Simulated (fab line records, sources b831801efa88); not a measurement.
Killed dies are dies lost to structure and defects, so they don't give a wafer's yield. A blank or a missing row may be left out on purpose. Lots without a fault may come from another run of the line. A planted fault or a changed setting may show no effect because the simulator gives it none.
fab line records | flow sky130
record lots=10 wafers=30 last_day=50
route steps=708 shown SD_P@329 CONTACT@431 VIA1@480 METAL3@565
lots that met no fault: from a run of the same line without faults
start_h: hours from the record's first day to the start of the lot's first wafer shown | wait_h: hours since the lot's step before | " the same as in the row above | L1.1+2: a row that stands for several wafers | - no value, or no start given | * or withheld: withheld | < > ~ a bound
route shown NAME@n: a module of which the file shows steps, and the number in the route of the first | usual: mean/standard deviation of fault-free wafers | same: alike in all rows | chamber/n: place in a boat | sites: the reading at each site | _std_site: their standard deviation | _edge_site: outer sites' mean less inner sites' | radius_mm: how far each site lies from the wafer's centre | mask NAME#n: copy n | behind: the tool/chamber that last shaped the wafer | hold: why the lot was held/for how many hours/how that ended | device: the transistor (n, p or np) that didn't switch | end of line: the same wafers' tests at the end of the route | a step without rows: its recipe alone | killed: dies lost to structure and defects at the first sort, not the wafer's yield | map: a wafer's dies, x killed, . not, _ none there
set.NAME: the setting as run; set.NAME@STEP: as run at that earlier step | model.NAME: the simulator's own value behind a step, which no gauge read
steps of the route over a sample of lots; a table a step, a row a wafer
services: from which hour (start_h, from the record's first day; less than 0 if before it) a tool's chamber was out of use, for how many hours, and why
## steps
# step SKY_SD_P_IMPLANT_09
# recipe species=BF2 energy_kev=20 dose_cm2=3e+15 tilt_deg=0
# usual beam_energy_keV=20.001/0.0058 tilt_deg=0.006/0.02
# same implant_ion_amu=49
# columns lot.wafer tool chamber start_h wait_h beam_energy_keV tilt_deg
L278.1 implanter-04 0 601.97 0.0 20.004 0.039
L278.2 " 0 " " 20.005 0.010
L278.4 " 0 " " 20.005 0.018
L282.1 implanter-02 0 638.72 0.0 16.158 0.010
L282.2 " 0 " " 16.159 0.009
L282.6 " 0 " " 16.154 -0.012
L283.4 implanter-02 0 645.66 0.1 16.149 -0.020
L283.5 " 0 " " 16.156 -0.031
L283.6 " 0 " " 16.145 0.019
L292.3 implanter-01 0 721.44 0.1 19.997 0.024
L292.5 " 0 " " 20.000 0.008
L292.6 " 0 " " 20.002 0.032
L293.2 implanter-02 0 723.36 0.0 19.996 -0.006
L293.4 " 0 " " 20.003 0.024
L293.6 " 0 " " 19.997 0.024
L294.1 implanter-04 0 734.63 0.0 19.993 0.002
L294.2 " 0 " " 20.002 -0.001
L294.4 " 0 " " 19.995 -0.022
L295.2 implanter-04 0 747.61 0.0 20.004 0.049
L295.4 " 0 " " 19.997 0.033
L295.6 " 0 " " 20.002 0.037
L296.4 implanter-02 0 754.32 0.1 19.994 -0.001
L296.5 " 0 " " 20.003 0.003
L296.6 " 0 " " 20.004 -0.019
L297.3 implanter-02 0 755.54 0.1 19.999 -0.013
L297.5 " 0 " " 20.010 -0.021
L297.6 " 0 " " 19.999 0.010
L299.1 implanter-01 0 764.73 0.0 19.998 0.003
L299.2 " 0 " " 20.004 0.012
L299.6 " 0 " " 20.003 0.016
# step SKY_SD_P_STRIP_10
# recipe chemistry=O2/N2 power_w=1400 pressure_mtorr=1500 platen_temp_c=withheld o2_flow_sccm=3000 n2_flow_sccm=300 overash_fraction=0.5
# usual drypump_motor_current_A=5.6/0.56 o2_flow_sccm=3000/8.4 oes_product_au=0.617/0.0045 strip_time_to_endpoint_s=17.51/0.047
# same overash_fraction=0.5
# columns lot.wafer tool chamber start_h wait_h drypump_motor_current_A o2_flow_sccm oes_product_au rf_hours_counter_h strip_time_to_endpoint_s
L278.1 plasma_asher-04 1 602.12 0.1 5.8 3006 0.622 46 17.52
L278.2 " 0 " " 5.6 3004 0.616 46 17.52
L278.4 " 0 " " 5.6 3014 0.619 - 17.54
L282.1 plasma_asher-02 0 638.87 0.1 6.4 2990 0.631 95 16.86
L282.2 " 1 " " 4.9 2993 0.626 95 16.92
L282.6 " 1 " " 4.9 3015 0.636 - 16.90
L283.4 plasma_asher-04 1 645.77 0.1 5.8 3003 0.627 - 17.00
L283.5 " 0 " " 5.5 3014 0.628 - 16.98
L283.6 " 1 " " 5.8 2990 0.628 - 16.96
L292.3 plasma_asher-03 1 721.58 0.1 4.9 2993 0.612 - 17.49
L292.5 " 1 " " 4.9 2997 0.618 - 17.48
L292.6 " 0 " " 6.2 3004 0.618 - 17.49
L293.2 plasma_asher-04 0 723.48 0.1 5.6 3000 0.619 57 17.50
L293.4 " 0 " " 5.6 2997 0.621 - 17.50
L293.6 " 1 " " 5.8 3005 0.621 - 17.54
L294.1 plasma_asher-03 1 734.78 0.1 4.9 2996 0.619 30 17.47
L294.2 " 0 " " 6.2 3006 0.621 30 17.43
L294.4 " 1 " " 4.9 2998 0.613 - 17.45
L295.2 plasma_asher-02 0 747.73 0.1 6.4 2983 0.615 0 17.46
L295.4 " 1 " " 4.8 2995 0.613 - 17.45
L295.6 " 1 " " 4.9 2991 0.614 - 17.49
L296.4 plasma_asher-02 0 754.43 0.1 6.4 2997 0.614 - 17.57
L296.5 " 1 " " 4.9 3009 0.629 - 17.57
L296.6 " 0 " " 6.4 3014 0.618 - 17.58
L297.3 plasma_asher-02 0 755.68 0.1 6.4 3004 0.619 - 17.52
L297.5 " 0 " " 6.4 3008 0.623 - 17.49
L297.6 " 1 " " 4.9 2991 0.616 - 17.48
L299.1 plasma_asher-03 1 764.88 0.1 4.9 2994 0.620 32 17.45
L299.2 " 0 " " 6.2 2989 0.614 32 17.48
L299.6 " 1 " " 4.9 2999 0.615 - 17.50
# step SKY_SD_P_TW_MEAS_11
# usual SD_P_TW=2819/12
# columns lot.wafer tool chamber start_h wait_h SD_P_TW
L278.1 film_metro-01 - 602.22 0.1 2801
L278.2 " - " " 2801
L278.4 " - " " 2795
L282.1 film_metro-01 - 638.97 0.1 2653
L282.2 " - " " 2665
L282.6 " - " " 2667
L283.4 film_metro-03 - 645.86 0.1 2656
L283.5 " - " " 2645
L283.6 " - " " 2655
L292.3 film_metro-04 - 721.67 0.1 2820
L292.5 " - " " 2827
L292.6 " - " " 2845
L293.2 film_metro-03 - 723.59 0.1 2814
L293.4 " - " " 2823
L293.6 " - " " 2842
L294.1 film_metro-04 - 734.88 0.1 2832
L294.2 " - " " 2837
L294.4 " - " " 2818
L295.2 film_metro-01 - 747.84 0.1 2819
L295.4 " - " " 2821
L295.6 " - " " 2815
L296.4 film_metro-03 - 754.52 0.1 2828
L296.5 " - " " 2816
L296.6 " - " " 2825
L297.3 film_metro-03 - 755.76 0.1 2817
L297.5 " - " " 2806
L297.6 " - " " 2822
L299.1 film_metro-03 - 764.98 0.1 2812
L299.2 " - " " 2796
L299.6 " - " " 2801
# step SKY_SD_N_RS_MEAS_17
# recipe thk_meas_gauge=four-point-probe
# usual SD_P_RS=147.1/0.36
# columns lot.wafer tool chamber start_h wait_h SD_P_RS[ohm/sq]
L278.1 film_metro-01 - 660.31 0.1 146.8
L278.2 " - " " 147.3
L278.4 " - " " 147.0
L282.1 film_metro-04 - 696.71 0.1 161.7
L282.2 " - " " 161.9
L282.6 " - " " 162.2
L283.4 film_metro-03 - 703.31 0.1 160.7
L283.5 " - " " 160.8
L283.6 " - " " 161.4
L292.3 film_metro-01 - 776.36 0.1 146.8
L292.5 " - " " 147.1
L292.6 " - " " 147.4
L293.2 film_metro-01 - 777.67 0.1 147.3
L293.4 " - " " 147.5
L293.6 " - " " 147.3
L294.1 film_metro-04 - 788.64 0.1 147.0
L294.2 " - " " 147.0
L294.4 " - " " 146.9
L295.2 film_metro-01 - 801.78 0.1 146.6
L295.4 " - " " 146.5
L295.6 " - " " 146.7
L296.4 film_metro-03 - 809.16 0.1 147.5
L296.5 " - " " 147.1
L296.6 " - " " 147.6
L297.3 film_metro-04 - 809.79 0.1 147.4
L297.5 " - " " 147.6
L297.6 " - " " 147.7
L299.1 film_metro-03 - 818.61 0.1 147.0
L299.2 " - " " 147.1
L299.6 " - " " 147.6
# step SKY_CONTACT_RS_MEAS_25
# recipe thk_meas_gauge=four-point-probe reads=W_of_CONTACT_CVD_24+TiN_of_CONTACT_SPUTTER_23
# usual CONTACT_W_RS=0.337/0.005
# columns lot.wafer tool chamber start_h wait_h CONTACT_W_RS[ohm/sq]
L278.1 film_metro-02 - 747.38 0.1 0.339
L278.2 " - " " 0.339
L278.4 " - " " 0.340
L282.1 film_metro-02 - 781.90 0.1 0.337
L282.2 " - " " 0.337
L282.6 " - " " 0.337
L283.4 film_metro-02 - 789.99 0.1 0.335
L283.5 " - " " 0.337
L283.6 " - " " 0.333
L292.3 film_metro-02 - 860.11 0.1 0.329
L292.5 " - " " 0.340
L292.6 " - " " 0.329
L293.2 film_metro-03 - 862.02 0.1 0.346
L293.4 " - " " 0.347
L293.6 " - " " 0.343
L294.1 film_metro-02 - 872.69 0.1 0.341
L294.2 " - " " 0.327
L294.4 " - " " 0.330
L295.2 film_metro-04 - 883.81 0.1 0.333
L295.4 " - " " 0.334
L295.6 " - " " 0.334
L296.4 film_metro-02 - 891.11 0.1 0.338
L296.5 " - " " 0.338
L296.6 " - " " 0.340
L297.3 film_metro-02 - 892.32 0.1 0.339
L297.5 " - " " 0.336
L297.6 " - " " 0.339
L299.1 film_metro-04 - 901.18 0.1 0.325
L299.2 " - " " 0.340
L299.6 " - " " 0.327
# step SKY_VIA1_RS_MEAS_22
# recipe thk_meas_gauge=four-point-probe reads=W_of_VIA1_CVD_21+TiN_of_VIA1_SPUTTER_20
# usual VIA1_W_RS=0.424/0.0061
# columns lot.wafer tool chamber start_h wait_h VIA1_W_RS[ohm/sq]
L278.1 film_metro-04 - 803.78 0.1 0.415
L278.2 " - " " 0.427
L278.4 " - " " 0.415
L282.1 film_metro-04 - 838.27 0.1 0.414
L282.2 " - " " 0.424
L282.6 " - " " 0.414
L283.4 film_metro-01 - 845.90 0.1 0.426
L283.5 " - " " 0.426
L283.6 " - " " 0.426
L292.3 film_metro-03 - 913.43 0.1 0.427
L292.5 " - " " 0.423
L292.6 " - " " 0.423
L293.2 film_metro-03 - 916.30 0.1 0.430
L293.4 " - " " 0.425
L293.6 " - " " 0.429
L294.1 film_metro-01 - 926.60 0.1 0.410
L294.2 " - " " 0.428
L294.4 " - " " 0.416
L295.2 film_metro-03 - 937.90 0.1 0.429
L295.4 " - " " 0.427
L295.6 " - " " 0.429
L296.4 film_metro-01 - 944.40 0.1 0.427
L296.5 " - " " 0.422
L296.6 " - " " 0.410
L297.3 film_metro-04 - 945.59 0.1 0.416
L297.5 " - " " 0.427
L297.6 " - " " 0.415
L299.1 film_metro-03 - 953.33 0.1 0.431
L299.2 " - " " 0.429
L299.6 " - " " 0.431
# step SKY_METAL3_DESCUM_15
# recipe chemistry=O2 source_power_w=150 bias_power_w=0 pressure_mtorr=10 temp_c=40 time_s=8
# usual drypump_motor_current_A=5.7/0.35 he_backside_leak_sccm=3.30/0.23 oes_product_au=1.004/0.0067
# same time_s=8
# columns lot.wafer tool chamber start_h wait_h drypump_motor_current_A he_backside_leak_sccm oes_product_au rf_hours_counter_h
L278.1 rie_metal-03 0 911.79 0.0 5.6 3.28 1.021 19
L278.2 " 1 " " 5.2 3.68 1.010 11
L278.4 " 1 " " 5.2 3.63 1.003 -
L282.1 rie_metal-03 0 944.29 0.0 5.6 2.93 1.011 0
L282.2 " 1 " " 5.2 3.36 1.005 13
L282.6 " 0 " " 5.6 2.89 1.007 -
L283.4 rie_metal-03 1 951.40 0.0 5.1 3.83 1.011 -
L283.5 " 0 " " 5.7 3.09 1.001 -
L283.6 " 1 " " 5.1 3.81 1.004 -
L292.3 rie_metal-02 1 1012.07 0.0 5.9 3.39 1.006 -
L292.5 " 0 " " 5.7 3.14 0.991 -
L292.6 " 1 " " 5.9 3.41 1.006 -
L293.2 rie_metal-04 1 1016.30 0.0 6.3 3.24 0.990 15
L293.4 " 0 " " 5.6 3.31 1.015 -
L293.6 " 1 " " 6.3 3.18 0.999 -
L294.1 rie_metal-03 1 1025.41 0.0 5.2 3.67 0.999 18
L294.2 " 0 " " 5.6 3.17 0.994 5
L294.4 " 1 " " 5.1 3.44 1.000 -
L295.2 rie_metal-04 0 1036.31 0.0 5.7 3.29 1.011 12
L295.4 " 0 " " 5.7 3.47 1.013 -
L295.6 " 0 " " 5.7 3.43 1.006 -
L296.4 rie_metal-03 0 1042.10 0.0 5.6 3.19 1.007 -
L296.5 " 1 " " 5.2 3.73 1.015 -
L296.6 " 0 " " 5.6 3.21 1.009 -
L297.3 rie_metal-03 0 1042.80 0.0 5.6 3.16 0.994 -
L297.5 " 1 " " 5.2 3.65 1.005 -
L297.6 " 0 " " 5.6 3.03 0.998 -
L299.1 rie_metal-03 1 1050.26 0.0 5.2 3.65 1.000 20
L299.2 " 0 " " 5.6 3.17 1.009 6
L299.6 " 1 " " 5.2 3.72 1.005 -
## services
# columns tool chamber start_h hours kind
implanter-04 - 579.88 5.6 repair
rie_metal-03 - 613.45 1.1 repair
rie_metal-03 1 615.52 14.0 repair
plasma_asher-04 - 643.86 1.8 repair
implanter-04 - 646.51 3.5 pm
rie_metal-03 - 692.69 0.7 repair
rie_metal-03 1 694.35 1.6 repair
rie_metal-03 1 697.90 3.2 repair
plasma_asher-04 - 703.84 1.4 repair
implanter-04 - 731.90 1.4 repair
plasma_asher-02 - 733.75 9.0 pm
implanter-04 - 736.42 1.0 repair
implanter-04 - 743.80 0.7 repair
plasma_asher-03 - 747.25 0.9 repair
implanter-02 - 787.49 5.5 pm
rie_metal-03 1 789.67 1.2 repair
rie_metal-03 - 847.04 1.2 repair
implanter-02 - 847.17 5.2 repair
implanter-02 - 855.85 8.6 repair
implanter-02 - 889.56 2.5 repair
implanter-04 - 889.90 38.7 repair
implanter-02 - 952.49 1.7 repair
plasma_asher-02 - 994.14 4.0 repair
rie_metal-03 0 1000.94 7.6 repair
## key
first_sign step=SKY_SD_P_IMPLANT_09 reading=beam_energy_keV direction=down sigmas=99+ usual=* struck=*
effect step=SKY_SD_P_STRIP_10 reading=strip_time_to_endpoint_s direction=down sigmas=12 usual=* struck=*
effect step=SKY_SD_P_TW_MEAS_11 reading=SD_P_TW direction=down sigmas=14 usual=2819 struck=2657
effect step=SKY_SD_N_RS_MEAS_17 reading=SD_P_RS direction=up sigmas=39 usual=147.1 struck=161.4
met_at SKY_SD_P_IMPLANT_09
struck_lots L282,L283
tester_left_out L282,L283
not_acting_at SKY_CONTACT_RS_MEAS_25,SKY_VIA1_RS_MEAS_22,SKY_METAL3_DESCUM_15
fault kind=process_parameter_drift tool=implanter-02 chamber=- onset_h=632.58 steps=SKY_SD_P_IMPLANT_09 channel=energy_kev offset=* shape=step end_h=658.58 acts_in=* stated=*
# tester_left_out: of these lots the tester's yield and bins aren't shown, on N5 and GAA mostly nor the transistor test; their killed dies are dies lost to structure and defects alone, not to doping, threshold or leakage, so they don't give the yield
